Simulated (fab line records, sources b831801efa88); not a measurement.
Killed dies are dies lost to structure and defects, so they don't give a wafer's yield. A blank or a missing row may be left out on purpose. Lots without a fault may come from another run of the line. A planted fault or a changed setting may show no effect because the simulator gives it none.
Which tool did it? | flow gf180mcu | 12 lots, 36 wafers sampled, at 3 steps of a route of 602

WHAT THE GAUGES READ, wafer by wafer
GF_V1_THK_MEAS_01. Usual: V1_CVD_00_THK 599 nm, standard deviation 7.7.
lot  | measured     | on            | V1_CVD_00_THK (nm) | flag
L636 | day 17 02:16 | film_metro-03 | 596 605 598        |
L637 | day 17 10:05 | film_metro-04 | 601 597 604        |
L640 | day 18 16:25 | film_metro-02 | 589 588 583        |
L644 | day 20 07:19 | film_metro-04 | 590 591 578        |
L645 | day 20 15:50 | film_metro-03 | 618 615 618        |
L652 | day 23 02:14 | film_metro-02 | 594 599 599        |
L653 | day 23 09:19 | film_metro-03 | 600 599 593        |
L655 | day 23 23:01 | film_metro-04 | 595 606 590        |
L656 | day 24 03:58 | film_metro-04 | 602 605 608        |
L657 | day 24 18:01 | film_metro-03 | 599 607 596        |
L658 | day 24 18:59 | film_metro-03 | 612 600 602        |
L659 | day 25 18:25 | film_metro-04 | 600 599 608        |

WHICH TOOL RAN EACH LOT (tool, then ch and the chambers of the sampled wafers, then the start)
lot  | GF_CONTACT_SPUTTER_22        | GF_M1_SPUTTER_04
L636 | pvd_sputter-01, day 16 02:20 | pvd_sputter-02, day 16 03:12
L637 | pvd_sputter-03, day 16 09:01 | pvd_sputter-02, day 16 10:06
L640 | pvd_sputter-01, day 17 15:09 | pvd_sputter-02, day 17 16:01
L644 | pvd_sputter-01, day 19 05:01 | pvd_sputter-04, day 19 05:53
L645 | pvd_sputter-01, day 19 13:45 | pvd_sputter-04, day 19 14:37
L652 | pvd_sputter-04, day 22 01:34 | pvd_sputter-02, day 22 02:25
L653 | pvd_sputter-01, day 22 08:47 | pvd_sputter-01, day 22 09:38
L655 | pvd_sputter-03, day 22 22:36 | pvd_sputter-01, day 22 23:28
L656 | pvd_sputter-03, day 23 04:09 | pvd_sputter-02, day 23 05:01
L657 | pvd_sputter-03, day 23 14:01 | pvd_sputter-01, day 23 14:52
L658 | pvd_sputter-01, day 23 19:00 | pvd_sputter-01, day 23 19:52
L659 | pvd_sputter-03, day 24 19:10 | pvd_sputter-01, day 24 20:02
- GF_CONTACT_SPUTTER_22: material Ti, target thk 15 nm, time 80.02 s.
- GF_M1_SPUTTER_04: material TiN, target thk 50 nm, time 41.7 s.

WHAT THE TOOLS THEMSELVES READ (means of the sampled wafers that have a number; where no wafer has one, the mark that the record gives instead)
GF_CONTACT_SPUTTER_22. Usual: throttle_valve_pct 29.9 %, standard deviation 0.58.
lot  | tool           | throttle_valve_pct (%) | flag
L636 | pvd_sputter-01 | 29.9                   |
L637 | pvd_sputter-03 | 29.7                   |
L640 | pvd_sputter-01 | 29.6                   |
L644 | pvd_sputter-01 | 29.9                   |
L645 | pvd_sputter-01 | 29.8                   |
L652 | pvd_sputter-04 | 30.5                   |
L653 | pvd_sputter-01 | 29.6                   |
L655 | pvd_sputter-03 | 29.9                   |
L656 | pvd_sputter-03 | 30.0                   |
L657 | pvd_sputter-03 | 30.0                   |
L658 | pvd_sputter-01 | 29.6                   |
L659 | pvd_sputter-03 | 29.9                   |

GF_M1_SPUTTER_04. Usual: throttle_valve_pct 30.0 %, standard deviation 0.85.
lot  | tool           | throttle_valve_pct (%) | flag
L636 | pvd_sputter-02 | 29.9                   |
L637 | pvd_sputter-02 | 29.8                   |
L640 | pvd_sputter-02 | 29.3                   |
L644 | pvd_sputter-04 | 31.5                   |
L645 | pvd_sputter-04 | 29.5                   |
L652 | pvd_sputter-02 | 29.2                   |
L653 | pvd_sputter-01 | 29.4                   |
L655 | pvd_sputter-01 | 29.7                   |
L656 | pvd_sputter-02 | 29.4                   |
L657 | pvd_sputter-01 | 30.3                   |
L658 | pvd_sputter-01 | 29.8                   |
L659 | pvd_sputter-01 | 30.1                   |

THE ANSWER, worked out from the rows above alone
Rule: a lot is off if the mean of its wafers that have a number lies more than 3 standard deviations from the usual mean. A lot without any number at a reading at which 4 lots or more have one is off too. The other lots that the step has rows for count as sound. The gauges are gone through in route order, then the tools' own readings, and for those a lot's mean is taken as printed above. The first step at which some lot is off is used, and at that step the reading that is off furthest; a lot without a number counts as furthest.
No lot is off at any reading shown: from this, nothing can be told.

WHAT THE SIMULATOR HAD PUT IN
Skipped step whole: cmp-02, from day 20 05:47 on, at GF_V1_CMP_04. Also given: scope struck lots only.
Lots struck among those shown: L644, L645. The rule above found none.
